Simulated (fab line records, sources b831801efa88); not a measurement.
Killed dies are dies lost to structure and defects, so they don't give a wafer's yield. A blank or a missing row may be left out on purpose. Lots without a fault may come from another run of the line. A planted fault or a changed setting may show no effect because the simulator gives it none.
fab line records | flow sky130
record lots=7 wafers=21 last_day=50
route steps=708 shown METAL4@629 VIA4@639
lots that met no fault: from a run of the same line without faults
start_h: hours from the record's first day to the start of the lot's first wafer shown | wait_h: hours since the lot's step before | " the same as in the row above | L1.1+2: a row that stands for several wafers | - no value, or no start given | * or withheld: withheld | < > ~ a bound
route shown NAME@n: a module of which the file shows steps, and the number in the route of the first | usual: mean/standard deviation of fault-free wafers | same: alike in all rows | chamber/n: place in a boat | sites: the reading at each site | _std_site: their standard deviation | _edge_site: outer sites' mean less inner sites' | radius_mm: how far each site lies from the wafer's centre | mask NAME#n: copy n | behind: the tool/chamber that last shaped the wafer | hold: why the lot was held/for how many hours/how that ended | device: the transistor (n, p or np) that didn't switch | end of line: the same wafers' tests at the end of the route | a step without rows: its recipe alone | killed: dies lost to structure and defects at the first sort, not the wafer's yield | map: a wafer's dies, x killed, . not, _ none there
set.NAME: the setting as run; set.NAME@STEP: as run at that earlier step | model.NAME: the simulator's own value behind a step, which no gauge read
lots at some steps of the route; a table a step, a row a wafer
services: from which hour (start_h, from the record's first day; less than 0 if before it) a tool's chamber was out of use, for how many hours, and why
## steps
# step SKY_METAL4_CD_MEAS_13
# recipe target_cd_nm=300
# usual cd_nm=299.6/1.3
# columns lot.wafer tool chamber start_h wait_h cd_nm
L209.1 cd_sem-02 - 1018.63 - 298.6
L209.2 " - " " 298.3
L209.6 " - " " 298.9
L215.2 cd_sem-01 - 1060.41 - 300.1
L215.3 " - " " 297.7
L215.6 " - " " 297.4
L216.1 cd_sem-02 - 1065.57 - 301.6
L216.2 " - " " 299.8
L216.3 " - " " 299.5
L217.1 cd_sem-01 - 1074.03 - 297.4
L217.2 " - " " 298.9
L217.3 " - " " 297.2
L224.2 cd_sem-02 - 1115.26 - 299.8
L224.3 " - " " 299.8
L224.6 " - " " 300.2
L226.2 cd_sem-01 - 1116.84 - 300.5
L226.3 " - " " 300.1
L226.6 " - " " 300.0
L225.1 cd_sem-02 - 1120.74 - 300.7
L225.5 " - " " 302.6
L225.6 " - " " 299.3
# step SKY_METAL4_OVL_MEAS_14
# usual METAL4_OVL=6/4.9
# columns lot.wafer tool chamber start_h wait_h METAL4_OVL[nm]
L209.1 overlay-02 - 1018.75 0.1 4
L209.2 " - " " -1
L209.6 " - " " 0
L215.2 overlay-02 - 1060.52 0.1 8
L215.3 " - " " 13
L215.6 " - " " 14
L216.1 overlay-01 - 1065.69 0.1 7
L216.2 " - " " -1
L216.3 " - " " 0
L217.1 overlay-01 - 1074.15 0.1 11
L217.2 " - " " 10
L217.3 " - " " 13
L224.2 overlay-01 - 1115.37 0.1 9
L224.3 " - " " 7
L224.6 " - " " 5
L226.2 overlay-01 - 1116.95 0.1 5
L226.3 " - " " -3
L226.6 " - " " 0
L225.1 overlay-02 - 1120.86 0.1 3
L225.5 " - " " 7
L225.6 " - " " 7
# step SKY_METAL4_DESCUM_15
# recipe chemistry=O2 source_power_w=150 bias_power_w=0 pressure_mtorr=10 temp_c=40 time_s=8
# usual chamber_pressure_mTorr=10.001/0.0088 drypump_motor_current_A=5.6/0.52 oes_product_au=0.996/0.01
# columns lot.wafer tool chamber start_h wait_h chamber_pressure_mTorr drypump_motor_current_A oes_product_au rf_hours_counter_h
L209.1 rie_metal-04 1 1018.79 0.0 10.008 5.0 0.993 14
L209.2 " 0 " " 9.995 5.8 1.000 17
L209.6 " 0 " " 10.000 5.8 1.006 -
L215.2 rie_metal-03 1 1060.55 0.0 9.988 6.2 0.994 14
L215.3 " 1 " " 10.015 6.2 0.998 -
L215.6 " 0 " " 9.989 5.3 1.016 -
L216.1 rie_metal-01 1 1065.73 0.0 9.997 6.4 0.981 9
L216.2 " 0 " " 10.010 5.2 0.970 13
L216.3 " 1 " " 9.986 6.4 0.987 -
L217.1 rie_metal-01 0 1074.19 0.0 10.008 5.3 0.989 14
L217.2 " 1 " " 10.019 6.4 1.004 9
L217.3 " 0 " " 10.021 5.3 0.996 -
L224.2 rie_metal-01 1 1115.40 0.0 10.016 6.4 0.994 12
L224.3 " 0 " " 9.993 5.3 0.983 -
L224.6 " 0 " " 9.997 5.3 0.988 -
L226.2 rie_metal-01 1 1116.98 0.0 10.016 6.4 0.991 12
L226.3 " 0 " " 10.007 5.3 0.986 -
L226.6 " 0 " " 10.013 5.2 0.986 -
L225.1 rie_metal-04 0 1120.90 0.0 10.010 5.9 0.999 22
L225.5 " 1 " " 10.002 5.0 0.995 -
L225.6 " 0 " " 9.981 5.9 1.008 -
# step SKY_METAL4_ETCH_16
# recipe chemistry=N2/H2 target=BARC ion_energy_ev=200 bias_w=100 pressure_mtorr=30 n2_flow_sccm=100 h2_flow_sccm=200 icp_w=500 stop_on=SiO2 time_s=88.2 target_depth_a=600
# usual chamber_pressure_mTorr=30.001/0.028 drypump_motor_current_A=5.6/0.52 oes_product_au=0.626/0.0045 throttle_valve_pct=13.205/0.0088
# columns lot.wafer tool chamber start_h wait_h chamber_pressure_mTorr drypump_motor_current_A oes_product_au rf_hours_counter_h throttle_valve_pct
L209.1 rie_metal-04 1 1018.82 0.0 30.014 5.0 0.620 14 13.213
L209.2 " 0 " " 30.014 5.8 0.629 17 13.200
L209.6 " 0 " " 29.988 5.8 0.626 - 13.209
L215.2 rie_metal-03 1 1060.58 0.0 29.979 6.2 0.628 14 13.196
L215.3 " 1 " " 29.991 6.2 0.629 - 13.199
L215.6 " 0 " " 30.034 5.3 0.629 - 13.210
L216.1 rie_metal-01 1 1065.76 0.0 30.011 6.4 0.628 9 13.211
L216.2 " 0 " " 30.050 5.3 0.626 13 13.207
L216.3 " 1 " " 30.003 6.4 0.630 - 13.203
L217.1 rie_metal-01 0 1074.22 0.0 29.945 5.3 0.624 14 13.206
L217.2 " 1 " " 29.972 6.4 0.628 9 13.210
L217.3 " 0 " " 30.011 5.3 0.621 - 13.205
L224.2 rie_metal-01 1 1115.43 0.0 29.998 6.4 0.623 12 13.200
L224.3 " 0 " " 29.995 5.3 0.635 - 13.213
L224.6 " 0 " " 29.960 5.3 0.627 - 13.211
L226.2 rie_metal-01 1 1117.01 0.0 30.003 6.4 0.624 12 13.211
L226.3 " 0 " " 30.007 5.3 0.626 - 13.207
L226.6 " 0 " " 30.045 5.3 0.629 - 13.215
L225.1 rie_metal-04 0 1120.93 0.0 30.030 5.9 0.624 22 13.198
L225.5 " 1 " " 30.016 5.0 0.624 - 13.201
L225.6 " 0 " " 30.024 5.8 0.630 - 13.202
# step SKY_METAL4_ETCH_17
# recipe target=SiO2 stop_on=TiN chemistry=C4F8/O2/Ar source_w=1500 bias_w=1200 pressure_mtorr=40 c4f8_flow_sccm=withheld O2_flow_sccm=6 Ar_flow_sccm=300 time_s=3.9 target_depth_a=150
# usual chamber_pressure_mTorr=40.00/0.038 oes_product_au=0.754/0.0071
# columns lot.wafer tool chamber start_h wait_h chamber_pressure_mTorr oes_product_au rf_hours_counter_h
L209.1 rie_diel-01 1 1018.92 0.1 40.05 0.751 12
L209.2 " 2 " " 39.98 0.760 2
L209.6 " 3 " " 40.00 0.768 -
L215.2 rie_diel-04 2 1060.68 0.1 40.03 0.757 14
L215.3 " 0 " " 39.95 0.753 13
L215.6 " 0 " " 40.02 0.760 -
L216.1 rie_diel-04 1 1065.86 0.1 40.04 0.745 26
L216.2 " 3 " " 39.99 0.740 28
L216.3 " 2 " " 40.00 0.748 14
L217.1 rie_diel-01 1 1074.32 0.1 40.00 0.735 14
L217.2 " 2 " " 39.94 0.754 4
L217.3 " 3 " " 40.01 0.748 10
L224.2 rie_diel-02 1 1115.53 0.1 39.96 0.744 19
L224.3 " 2 " " 39.98 0.761 19
L224.6 " 1 " " 39.95 0.764 -
L226.2 rie_diel-01 2 1117.11 0.1 40.04 0.751 6
L226.3 " 3 " " 40.09 0.742 12
L226.6 " 0 " " 40.00 0.740 -
L225.1 rie_diel-02 3 1121.03 0.1 40.05 0.756 17
L225.5 " 2 " " 40.01 0.751 -
L225.6 " 3 " " 40.04 0.759 -
# step SKY_METAL4_METAL_ETCH_18
# recipe target_depth_a=8450 stop_on=SiO2 over_etch_frac=0.3 time_s=183.1 chemistry=Cl2/BCl3 resist_sidewall_deg=88 pressure_mtorr=10 icp_w=900 bias_w=48.5 Cl2_flow_sccm=60 bcl3_flow_sccm=30
# usual chamber_pressure_mTorr=10.001/0.0095 drypump_motor_current_A=5.7/0.5 oes_product_au=0.864/0.0052 throttle_valve_pct=22.266/0.0088
# columns lot.wafer tool chamber start_h wait_h chamber_pressure_mTorr drypump_motor_current_A oes_product_au rf_hours_counter_h throttle_valve_pct
L209.1 rie_metal-03 0 1018.94 0.0 9.991 5.3 0.867 15 22.268
L209.2 " 1 " " 10.008 6.2 0.859 11 22.253
L209.6 " 1 " " 10.010 6.2 0.855 - 22.272
L215.2 rie_metal-01 1 1060.70 0.0 9.991 6.4 0.871 9 22.287
L215.3 " 1 " " 10.006 6.4 0.875 - 22.250
L215.6 " 1 " " 10.008 6.4 0.867 - 22.260
L216.1 rie_metal-03 0 1065.88 0.0 10.012 5.3 0.865 19 22.269
L216.2 " 1 " " 9.997 6.2 0.864 15 22.256
L216.3 " 1 " " 10.005 6.2 0.868 - 22.271
L217.1 rie_metal-04 1 1074.34 0.0 10.000 4.9 0.865 16 22.259
L217.2 " 0 " " 10.001 5.8 0.860 18 22.263
L217.3 " 1 " " 10.004 4.9 0.867 - 22.279
L224.2 rie_metal-04 0 1115.55 0.0 9.989 5.8 0.857 21 22.282
L224.3 " 1 " " 9.999 5.0 0.854 - 22.256
L224.6 " 1 " " 10.007 5.0 0.854 - 22.272
L226.2 rie_metal-03 0 1117.13 0.0 10.007 5.3 0.873 23 22.262
L226.3 " 1 " " 9.995 6.2 0.869 - 22.272
L226.6 " 1 " " 9.994 6.2 0.854 - 22.267
L225.1 rie_metal-03 0 1121.05 0.0 10.001 5.3 0.870 23 22.269
L225.5 " 0 " " 9.997 5.3 0.871 - 22.243
L225.6 " 1 " " 10.004 6.2 0.867 - 22.270
# step SKY_METAL4_STRIP_19
# recipe chemistry=O2/N2 power_w=1400 pressure_mtorr=1500 platen_temp_c=withheld o2_flow_sccm=3000 n2_flow_sccm=300 overash_fraction=0.5
# step SKY_METAL4_STRIP_20
# recipe chemistry=post_etch_residue_remover time_s=1200 temp_c=72.5
# step SKY_METAL4_CLEAN_21
# recipe chemistry=IPA time_s=180 temp_c=25
# step SKY_METAL4_CLEAN_22
# recipe chemistry=O3/DIW dry=n2_spin
# step SKY_VIA4_HDPCVD_00
# recipe material=SiO2 target_thk_nm=1750 sigma_open_frac=0.3 time_s=291.7 temp_c=400 sih4_flow_sccm=60 pressure_mtorr=6
# step SKY_VIA4_THK_MEAS_01
# recipe reads=SiO2_of_VIA4_HDPCVD_00
# usual VIA4_HDPCVD_THK=1750/16
# columns lot.wafer tool chamber start_h wait_h VIA4_HDPCVD_THK[nm]
L209.1 film_metro-04 - 1019.89 0.1 1749
L209.2 " - " " 1739
L209.6 " - " " 1770
L215.2 film_metro-04 - 1061.66 0.1 1763
L215.3 " - " " 1745
L215.6 " - " " 1770
L216.1 film_metro-04 - 1066.83 0.1 1746
L216.2 " - " " 1753
L216.3 " - " " 1757
L217.1 film_metro-04 - 1075.33 0.1 1737
L217.2 " - " " 1747
L217.3 " - " " 1762
L224.2 film_metro-03 - 1116.94 0.1 1779
L224.3 " - " " 1756
L224.6 " - " " 1748
L226.2 film_metro-03 - 1118.09 0.1 1744
L226.3 " - " " 1795
L226.6 " - " " 1746
L225.1 film_metro-01 - 1123.30 0.1 1749
L225.5 " - " " 1752
L225.6 " - " " 1725
# step SKY_VIA4_CMP_02
# recipe material=SiO2 down_force_psi=4 platen_rpm=60 pad_velocity_m_s=0.94248
# usual edge_zone_pressure_frac=1.000/0.0046 head_pressure_psi=4.000/0.0081 motor_current_A=12.2/0.82
# columns lot.wafer tool chamber start_h wait_h edge_zone_pressure_frac head_pressure_psi motor_current_A model.SiO2_of_VIA4_HDPCVD_00.thk_nm
L209.2 cmp-01 0 1019.95 0.0 0.995 4.005 13.2 581.3
L209.1 " 2 " " 1.005 3.986 11.4 580.7
L209.6 " 0 " " 1.000 4.004 13.4 582.6
L215.3 cmp-01 2 1061.76 0.1 - - - 1746
L215.2 " 0 " " - - - 1763
L215.6 " 1 " " - - - 1770
L216.1 cmp-01 2 1066.89 0.1 - - - 1747
L216.2 " 3 " " - - - 1753
L216.3 " 0 " " - - - 1756
L217.2 cmp-01 1 1075.39 0.0 - - - 1747
L217.1 " 2 " " - - - 1737
L217.3 " 3 " " - - - 1761
L224.2 cmp-02 2 1117.04 0.1 0.999 3.997 12.8 580.5
L224.3 " 0 " " 0.999 3.999 11.5 580.7
L224.6 " 1 " " 0.998 3.980 11.9 579.3
L226.2 cmp-01 1 1118.24 0.1 0.999 4.008 11.8 580
L226.3 " 2 " " 1.002 3.985 11.9 580.8
L226.6 " 0 " " 1.001 4.003 14.5 579.4
L225.1 cmp-02 3 1123.81 0.5 0.997 4.009 12.3 579.4
L225.6 " 1 " " 1.000 4.005 12.2 579.2
L225.5 " 2 " " 0.992 3.994 12.5 580.4
# step SKY_VIA4_BOW_MEAS_03
# recipe mode=bow
# usual VIA4_BOW=79/6.5
# columns lot.wafer tool chamber start_h wait_h VIA4_BOW[um]
L209.1 film_metro-04 - 1020.25 0.1 76
L209.2 " - " " 77
L209.6 " - " " 83
L215.2 film_metro-03 - 1062.03 0.1 129
L215.3 " - " " 132
L215.6 " - " " 145
L216.1 film_metro-01 - 1067.19 0.2 134
L216.2 " - " " 138
L216.3 " - " " 139
L217.1 film_metro-04 - 1075.72 0.2 125
L217.2 " - " " 121
L217.3 " - " " 127
L224.2 film_metro-03 - 1117.31 0.2 90
L224.3 " - " " 84
L224.6 " - " " 84
L226.2 film_metro-04 - 1118.46 0.2 90
L226.3 " - " " 82
L226.6 " - " " 68
L225.1 film_metro-03 - 1124.01 0.1 80
L225.5 " - " " 81
L225.6 " - " " 79
# step SKY_VIA4_DEHYDRATE_04
# recipe temp_c=200 time_s=60
# step SKY_VIA4_HMDS_05
# recipe prime_time_s=60 prime_temp_c=120
# step SKY_VIA4_COAT_06
# recipe resist=NOVOLAK spin_rpm=3000 resist_thk_nm=1140
# step SKY_VIA4_SOFTBAKE_07
# recipe temp_c=90 time_s=60 resist=NOVOLAK
# step SKY_VIA4_EXPOSE_08
# recipe mask_id=VIM4 na=0.6 source_shape=conventional sigma_outer=0.6 polarization=unpolarized target_cd_nm=800 dose_mj=132
# step SKY_VIA4_PEB_09
# recipe temp_c=withheld time_s=* resist=NOVOLAK
# step SKY_VIA4_DEVELOP_10
# recipe resist=NOVOLAK developer=TMAH develop_time_s=60 dev_temp_c=23
# step SKY_VIA4_OVL_MEAS_11
# usual VIA4_OVL=-0.5/1.5
# columns lot.wafer tool chamber start_h wait_h VIA4_OVL[nm]
L209.1 overlay-01 - 1042.93 0.1 -1.7
L209.2 " - " " -0.5
L209.6 " - " " 0.5
L215.2 overlay-02 - 1082.33 0.1 2.7
L215.3 " - " " 0.4
L215.6 " - " " 1.8
L216.1 overlay-02 - 1087.87 0.1 -1.1
L216.2 " - " " -2.9
L216.3 " - " " -0.4
L217.1 overlay-01 - 1095.44 0.1 -0.4
L217.2 " - " " -1.7
L217.3 " - " " 0.6
L224.2 overlay-01 - 1136.44 0.1 0.3
L224.3 " - " " 0.9
L224.6 " - " " 0.0
L226.2 overlay-02 - 1137.74 0.1 2.2
L226.3 " - " " 2.7
L226.6 " - " " 1.8
L225.1 overlay-01 - 1142.63 0.1 -1.1
L225.5 " - " " -1.7
L225.6 " - " " -1.0
# step SKY_VIA4_ETCH_12
# recipe target=SiO2 chemistry=C4F8/O2/Ar stop_on=TiN mask_material=NOVOLAK source_w=1458 bias_w=1200 pressure_mtorr=40 c4f8_flow_sccm=withheld O2_flow_sccm=6 Ar_flow_sccm=300 time_s=withheld target_depth_a=5800
# usual chamber_pressure_mTorr=40.00/0.038 oes_product_au=0.925/0.0049
# columns lot.wafer tool chamber start_h wait_h chamber_pressure_mTorr oes_product_au model.etch.depth_nm model.VIA4.feature_depth_nm
L209.1 rie_diel-02 2 1042.97 0.0 40.03 0.922 580.7 580.7
L209.2 " 1 " " 40.03 0.929 581.3 581.3
L209.6 " 2 " " 40.01 0.928 582.6 582.6
L215.2 rie_diel-02 0 1082.36 0.0 39.99 1.612 646.8 646.8
L215.3 " 2 " " 40.05 1.617 655.9 655.9
L215.6 " 2 " " 39.97 1.619 652 652
L216.1 rie_diel-03 0 1087.91 0.0 39.98 1.631 658.9 658.9
L216.2 " 2 " " 39.98 1.609 643.6 643.6
L216.3 " 1 " " 40.02 1.627 657.6 657.6
L217.1 rie_diel-04 0 1095.47 0.0 40.01 1.608 648.5 648.5
L217.2 " 3 " " 40.05 1.593 642.2 642.2
L217.3 " 1 " " 40.03 1.624 652.7 652.7
L224.2 rie_diel-02 2 1136.47 0.0 40.04 0.934 580.5 580.5
L224.3 " 3 " " 39.95 0.931 580.7 580.7
L224.6 " 2 " " 40.03 0.931 579.3 579.3
L226.2 rie_diel-04 2 1137.77 0.0 39.96 0.930 580 580
L226.3 " 0 " " 40.04 0.920 580.8 580.8
L226.6 " 2 " " 40.04 0.919 579.4 579.4
L225.1 rie_diel-03 3 1142.67 0.0 40.06 0.921 579.4 579.4
L225.5 " 0 " " 40.00 0.924 580.4 580.4
L225.6 " 1 " " 39.98 0.923 579.2 579.2
# step SKY_VIA4_STRIP_13
# recipe chemistry=O2/N2 power_w=1400 pressure_mtorr=1500 platen_temp_c=withheld o2_flow_sccm=3000 n2_flow_sccm=300 overash_fraction=0.5
# usual chamber_pressure_mTorr=1500.1/1.3 drypump_motor_current_A=5.79/0.22 oes_product_au=0.709/0.0045 strip_time_to_endpoint_s=12.83/0.035
# columns lot.wafer tool chamber start_h wait_h chamber_pressure_mTorr drypump_motor_current_A oes_product_au rf_hours_counter_h strip_time_to_endpoint_s
L209.1 plasma_asher-04 0 1043.04 - 1502.8 6.25 0.711 62 12.89
L209.2 " 1 " " 1498.3 5.94 0.713 62 12.86
L209.6 " 0 " " 1501.2 6.20 0.716 - 12.80
L215.2 plasma_asher-02 1 1082.43 - 1498.5 5.71 0.709 93 12.81
L215.3 " 1 " " 1500.4 5.71 0.713 - 12.78
L215.6 " 0 " " 1500.1 5.58 0.702 - 12.78
L216.1 plasma_asher-01 0 1087.98 - 1499.2 5.59 0.706 36 12.84
L216.2 " 1 " " 1502.1 6.06 0.713 36 12.85
L216.3 " 1 " " 1500.7 6.03 0.713 - 12.81
L217.1 plasma_asher-02 0 1095.54 - 1501.0 5.59 0.713 95 12.81
L217.2 " 1 " " 1500.9 5.71 0.705 95 12.81
L217.3 " 1 " " 1500.1 5.73 0.707 - 12.82
L224.2 plasma_asher-02 0 1136.54 - 1499.7 5.61 0.704 98 12.82
L224.3 " 0 " " 1500.3 5.59 0.714 - 12.82
L224.6 " 0 " " 1501.6 5.61 0.710 - 12.82
L226.2 plasma_asher-02 0 1137.84 - 1499.3 5.57 0.707 98 12.82
L226.3 " 0 " " 1499.5 5.59 0.707 - 12.75
L226.6 " 0 " " 1499.4 5.59 0.709 - 12.78
L225.1 plasma_asher-02 1 1142.74 - 1501.1 5.72 0.709 99 12.81
L225.5 " 0 " " 1499.4 5.59 0.706 - 12.76
L225.6 " 1 " " 1502.0 5.74 0.708 - 12.81
# step SKY_VIA4_STRIP_14
# recipe chemistry=post_etch_residue_remover time_s=1200 temp_c=72.5
# step SKY_VIA4_CLEAN_15
# recipe chemistry=IPA time_s=180 temp_c=25
# step SKY_VIA4_CLEAN_16
# recipe chemistry=O3/DIW dry=n2_spin
# step SKY_VIA4_SPUTTER_17
# recipe material=TiN target_thk_nm=20 chamber_pressure_pa=5 power_w=4000 time_s=80
# step SKY_VIA4_CVD_18
# recipe material=W target_thk_nm=505 time_s=152.14 temp_c=400 pressure_torr=40
# step SKY_VIA4_CMP_21
# recipe stop_on=SiO2 t_overpolish_s=25 down_force_psi=3.5 platen_rpm=60 target_thk_nm=0 pad_velocity_m_s=0.94248
# usual edge_zone_pressure_frac=1.000/0.005 head_pressure_psi=3.500/0.0071 motor_current_A=11.3/0.75
# columns lot.wafer tool chamber start_h wait_h edge_zone_pressure_frac head_pressure_psi motor_current_A model.SiO2_of_VIA4_HDPCVD_00.thk_nm
L209.2 cmp-02 1 1044.03 0.0 0.997 3.495 11.0 575.8
L209.1 " 3 " " 0.997 3.506 11.9 575.2
L209.6 " 2 " " 0.997 3.508 11.1 577.1
L215.3 cmp-02 2 1083.56 0.1 1.007 3.502 11.5 1741
L215.2 " 3 " " 0.992 3.495 10.9 1757
L215.6 " 1 " " 1.001 3.505 11.2 1764
L216.3 cmp-01 1 1088.97 0.0 1.004 3.502 11.1 1751
L216.2 " 2 " " 0.992 3.506 10.7 1748
L216.1 " 0 " " 0.993 3.503 12.7 1741
L217.2 cmp-01 1 1096.54 0.0 0.996 3.499 11.0 1741
L217.1 " 2 " " 0.999 3.505 10.6 1732
L217.3 " 0 " " 1.013 3.501 13.2 1755
L224.2 cmp-01 1 1137.63 0.1 0.999 3.508 11.2 575
L224.3 " 2 " " 0.998 3.496 10.4 575.2
L224.6 " 3 " " 0.997 3.504 11.3 573.8
L226.2 cmp-01 2 1138.83 0.0 1.002 3.503 10.8 574.5
L226.3 " 0 " " 1.002 3.502 13.0 575.3
L226.6 " 2 " " 1.004 3.492 10.5 574
L225.1 cmp-01 0 1143.83 0.1 0.994 3.503 13.4 574
L225.6 " 2 " " 0.995 3.503 10.5 573.7
L225.5 " 3 " " 1.005 3.499 11.1 574.9
## services
# columns tool chamber start_h hours kind
rie_diel-01 2 1004.57 3.7 repair
cmp-02 - 1016.71 0.7 repair
cmp-02 - 1019.20 2.6 repair
rie_diel-02 1 1019.65 4.6 repair
cmp-02 - 1030.24 1.6 repair
rie_metal-04 - 1035.26 28.1 pm
plasma_asher-02 - 1035.97 21.6 pm
rie_diel-02 0 1039.83 11.7 repair
rie_diel-01 0 1041.99 4.0 repair
rie_diel-01 2 1051.04 10.5 repair
rie_diel-04 1 1054.43 4.0 repair
rie_diel-01 0 1061.35 33.1 repair
rie_metal-01 - 1070.72 2.3 repair
rie_diel-04 2 1075.18 4.4 repair
rie_diel-03 - 1076.50 9.1 repair
rie_diel-02 3 1082.13 5.0 repair
cmp-02 - 1084.00 4.0 pm
rie_diel-04 3 1086.63 4.6 repair
rie_diel-01 1 1088.45 13.4 repair
rie_metal-01 - 1093.64 2.8 pm
cmp-01 - 1102.38 0.6 repair
plasma_asher-02 - 1120.63 3.4 repair
cmp-01 - 1130.35 3.9 pm
rie_diel-02 0 1137.32 7.5 repair
## key
first_sign step=SKY_VIA4_CMP_02 reading=tool_record direction=missing
effect step=SKY_VIA4_BOW_MEAS_03 reading=VIA4_BOW direction=up sigmas=8.3 usual=79 struck=132
effect step=SKY_VIA4_ETCH_12 reading=oes_product_au direction=up sigmas=99+ usual=0.925 struck=1.616
model_effect step=SKY_VIA4_CMP_02 value=SiO2_of_VIA4_HDPCVD_00.thk_nm without=580.2 struck=1753
model_effect step=SKY_VIA4_ETCH_12 value=etch.depth_nm without=580.2 struck=650.9
model_effect step=SKY_VIA4_CMP_21 value=SiO2_of_VIA4_HDPCVD_00.thk_nm without=574.7 struck=1748
met_at SKY_VIA4_CMP_02
struck_wafers L215.2,L215.3,L215.6,L216.1,L216.2,L216.3,L217.1,L217.2,L217.3
later_rows_left_out L215.2,L215.3,L215.6,L216.1,L216.2,L216.3,L217.1,L217.2,L217.3
sort_left_out L215.2,L215.3,L215.6,L216.1,L216.2,L216.3,L217.1,L217.2,L217.3
onset_between 1019.95 1061.76
fault kind=skipped_step_whole tool=cmp-01 chamber=- onset_h=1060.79 steps=SKY_VIA4_CMP_02 scope=struck_lots_only
# sort_left_out: the simulated sort isn't trusted on such a fault, so these wafers' sort isn't shown, and their yield isn't known
# later_rows_left_out: the simulator's readings of these wafers behind a module that went badly wrong aren't trusted and aren't shown, but for the sort
